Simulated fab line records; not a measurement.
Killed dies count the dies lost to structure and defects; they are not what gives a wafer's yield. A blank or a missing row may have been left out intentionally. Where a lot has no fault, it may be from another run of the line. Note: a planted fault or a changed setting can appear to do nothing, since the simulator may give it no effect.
Problem report, 8D (eight disciplines) form, completed by code ; flow gf180mcu ; the parts of the form that need people (team, actions taken, sign-off) are left out

## 1. PROBLEM STATEMENT
Wafers free of any fault read 1197 ohm/sq (standard deviation 3.2) for LVPWELL_RS at GF_VT_IMPLANT_RS_MEAS_48, against a mean of 1231 ohm/sq on 6 wafers of 2 lots. Relative to the usual mean, that is a shift of +11 standard deviations.
The step: measures by four-point-probe.
First seen on wafer L249.1, day 11 08:20, on film_metro-03. The record has a number at this step for 39 wafers belonging to 13 lots. Rule for "out" (also "out of limits"): further than 4 standard deviations from the usual mean. Any other wafer with a number is counted as sound.

## 2. WHAT IT IS, WHAT IT ISN'T
question;is;is not
which readings at this step;LVPWELL_RS;-
which lots;L249, L250;L237, L239, L240, L241, L245, L251, L255, L256, L258, L259, L260
which wafers of those lots;all that have a number;-
read on which gauges;film_metro-01, film_metro-03;film_metro-04
when;from day 11 08:20;"up to then (15 sound wafers); but 18 sound wafers of L251, L255, L256, L258, L259, L260 came after"

## 3. THE SUSPECTS, EACH WITH WHAT RULES IT OUT
Counting: a tool at a process step up to the reading stays a suspect if it ran every lot that is out and no sound lot after the first of them.
- the gauge at GF_VT_IMPLANT_RS_MEAS_48 has been ruled out. Those wafers that are out were read across 2 gauges (film_metro-01, film_metro-03).
- implanter-01 at GF_LVPWELL_IMPLANT_09: kept. All lots that are out passed through it, beginning with L249 at day 7 00:31, and no sound lot followed; its final sound lot before that point was L245 at day 5 21:53. On those wafers its own readings are out: dose_ions_cm2, faraday_current_uA.
Remaining after the count: implanter-01 at GF_LVPWELL_IMPLANT_09.

## 4. THE CAUSE (what the simulator had put in)
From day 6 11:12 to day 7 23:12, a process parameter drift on implanter-01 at GF_LVPWELL_IMPLANT_09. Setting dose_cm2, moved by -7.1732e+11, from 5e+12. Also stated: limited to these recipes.
The count eliminated every tool but this one.

## 5. THE EFFECT CHAIN, in route order
One row per reading whose mean, taken over the struck wafers that have a number, lies over 3 standard deviations from the usual. Only readings for which the record gives a usual standard deviation are gone through. hours: the time from each lot's start at the first step in this table that gives one to its start at this step, as a median over the lots. sigmas: the change in usual standard deviations.
hours;step;reading;usual;on struck wafers;change;sigmas
0;GF_LVPWELL_IMPLANT_09;dose_ions_cm2;5e+12;4e+12;-7e+11;-99 or more
0;GF_LVPWELL_IMPLANT_09;faraday_current_uA;28.3;24.4;-3.9;-7.3
104;GF_VT_IMPLANT_RS_MEAS_48;LVPWELL_RS;1197 ohm/sq;1231;+34;+11
It contains these process steps:
- GF_LVPWELL_IMPLANT_09
At these later measuring or inspecting steps, every struck wafer for which the step has a row has a number for every such reading, and none has moved that far: GF_M1_OVL_MEAS_15.

## 6. HOW IT WOULD HAVE BEEN CAUGHT EARLIER
Counted from the fault's start at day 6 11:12, it took 117 hours until the first out-of-limits reading at a measuring or inspecting step in this record, taken at day 11 08:20.
Tool's own readings at GF_LVPWELL_IMPLANT_09, dose_ions_cm2, faraday_current_uA: out on all struck wafers the step has rows for; an alarm limit on them would have tripped on the first.
All the lots that are out (2) had begun GF_LVPWELL_IMPLANT_09 on implanter-01 by day 11 08:20. A hold on the tool at that time would have spared none of them.
